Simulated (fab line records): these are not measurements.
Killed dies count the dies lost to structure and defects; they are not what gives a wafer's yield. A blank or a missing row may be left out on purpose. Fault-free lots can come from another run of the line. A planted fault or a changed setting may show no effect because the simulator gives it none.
Struck lot and sound lot, side by side ; flow sky130 ; 22 steps out of a route of 708
Sound: the wafers L375.2, L375.4, L375.6. Struck: wafer L380.2. (L380.4 of the same lot was not struck and is left out.) The cause comes at the end.
At each step with rows: each side's tool, then ch and its chambers, then its first start. Under that, the readings that differ: sound wafers ; struck wafers ; difference of the means ; sigmas: that difference in standard deviations of wafers without a fault.
alike: readings with means less than 2 such deviations apart, plus words and numbers identical on both sides. not compared: withheld readings, readings lacking a value on some wafer, bounds such as >300 that could conceal the same value, and numbers that have no deviation in the record and whose values overlap.
Wherever a step has rows on one side only, a row that says differs or no value, or a row with sigmas, the two part there. When numbers do not overlap yet have no deviation, they are printed without sigmas and do not part them. A reading that every wafer of one side lacks parts them only if that side has two wafers or more.

SKY_SD_N_RTA_14: time 2 s.
  sound on rtp anneal-02 ch 0, day 31 10:04; struck on rtp anneal-02 ch 0, day 33 08:26
  alike: lamp power pct, wafer_temp_C_max
SKY_SD_N_RS_MEAS_16: a four-point-probe measurement.
  sound on film metro-01, day 31 10:15; struck on film metro-02, day 33 08:37
reading;sound;struck;difference;sigmas
SD_N_RS (ohm/sq);68.22 68.25 68.34;68.63;+0.36;+3
SKY_SD_N_RS_MEAS_17: a four-point-probe measurement.
  sound on film metro-01, day 31 10:22; struck on film metro-02, day 33 08:44
  alike: SD_P_RS
SKY_SD_N_RS_MEAS_18: a four-point-probe measurement.
  sound on film metro-01, day 31 10:29; struck on film metro-02, day 33 08:52
  alike: RES_XHIGH_RS
then, 2 steps without rows for these wafers: SKY_SALICIDE_CLEAN_00 (cleans in HF-last, time 30 s); SKY_LI_CONTACT_HDPCVD_00 (deposits PSG, target thk 930 nm, time 155 s).
SKY_LI_CONTACT_THK_MEAS_01:
  sound on film metro-01, day 31 10:43; struck on film metro-02, day 33 09:05
  alike: LI_CONTACT_HDPCVD_THK
SKY_LI_CONTACT_CMP_02: polishes PSG.
  sound on cmp-02 ch 0,2, day 31 10:49; struck on cmp-01 ch 2, day 33 09:08
  alike: motor current A, time to endpoint s
SKY_LI_CONTACT_BOW_MEAS_03:
  sound on film metro-01, day 31 11:05; struck on film metro-01, day 33 09:27
  alike: LI_CONTACT_BOW
then, 2 steps without rows for these wafers: SKY_LI_CONTACT_DEHYDRATE_04 (time 60 s); SKY_LI_CONTACT_HMDS_05 (prime time 60 s).
SKY_LI_CONTACT_COAT_06: resist thk 60 nm.
  sound on litho track-03 ch 0, day 32 00:28; struck on litho track-03 ch 0, day 33 21:40
  alike: exhaust pa
  not compared: chill plate temp C
then, 5 steps without rows for these wafers: SKY_LI_CONTACT_COAT_07 (resist thk 450 nm); SKY_LI_CONTACT_SOFTBAKE_08 (time 90 s); SKY_LI_CONTACT_EXPOSE_09 (exposes mask LICM1, target cd 170 nm); SKY_LI_CONTACT_PEB_10; SKY_LI_CONTACT_DEVELOP_11 (develop time 60 s).
SKY_LI_CONTACT_CD_MEAS_12 targets a cd of 170 nm.
  sound on cd sem-02, day 32 14:37; struck on cd sem-01, day 34 11:16
  alike: cd nm
SKY_LI_CONTACT_OVL_MEAS_13:
  sound on overlay-02, day 32 14:43; struck on overlay-02, day 34 11:23
  alike: LI_CONTACT_OVL
SKY_LI_CONTACT_ETCH_14: etches BARC in N2/H2, stops on SiO2, time 45.9 s, target depth 60 nm.
  sound on rie diel-02 ch 0,3, day 32 14:45; struck on rie diel-03 ch 0, day 34 11:25
reading;sound;struck;difference;sigmas
oes product au (a.u.);0.842 0.848 0.858;0.871;+0.022;+5
model.etch.depth nm (nm);59.85 59.92 59.78;62.67;+2.82;
  alike: drypump motor current A, h2 flow sccm, throttle valve pct
  not compared: rf hours counter h
SKY_LI_CONTACT_ETCH_15: etches PSG in C4F8/O2/Ar, stops on Si, target depth 600 nm.
  sound on rie diel-02 ch 0,3, day 32 14:47; struck on rie diel-03 ch 0, day 34 11:27
  alike: oes product au
-- here the record skips 15 days between the struck wafers' starts before and after, leaving off in module LI_CONTACT and picking up in module PAD_OPEN (first step shown: number 708 of the route) --
SKY_PAD_OPEN_PROBE_99:
  sound on prober-02, day 48 14:16; struck on prober-01, day 49 14:53
reading;sound;struck;difference;sigmas
killed_at_M4_up;5 3;9;+5;+3
killed at other;2 0;0;-1;-2
  alike: killed_at_M0_to_M3, killed at contacts, killed at front end, killed dies, killed open, killed short

WHERE THEY PART
At SKY_SD_N_RS_MEAS_16 first; at SKY_PAD_OPEN_PROBE_99 last (within this record only).

WHY: the cause the simulator had injected
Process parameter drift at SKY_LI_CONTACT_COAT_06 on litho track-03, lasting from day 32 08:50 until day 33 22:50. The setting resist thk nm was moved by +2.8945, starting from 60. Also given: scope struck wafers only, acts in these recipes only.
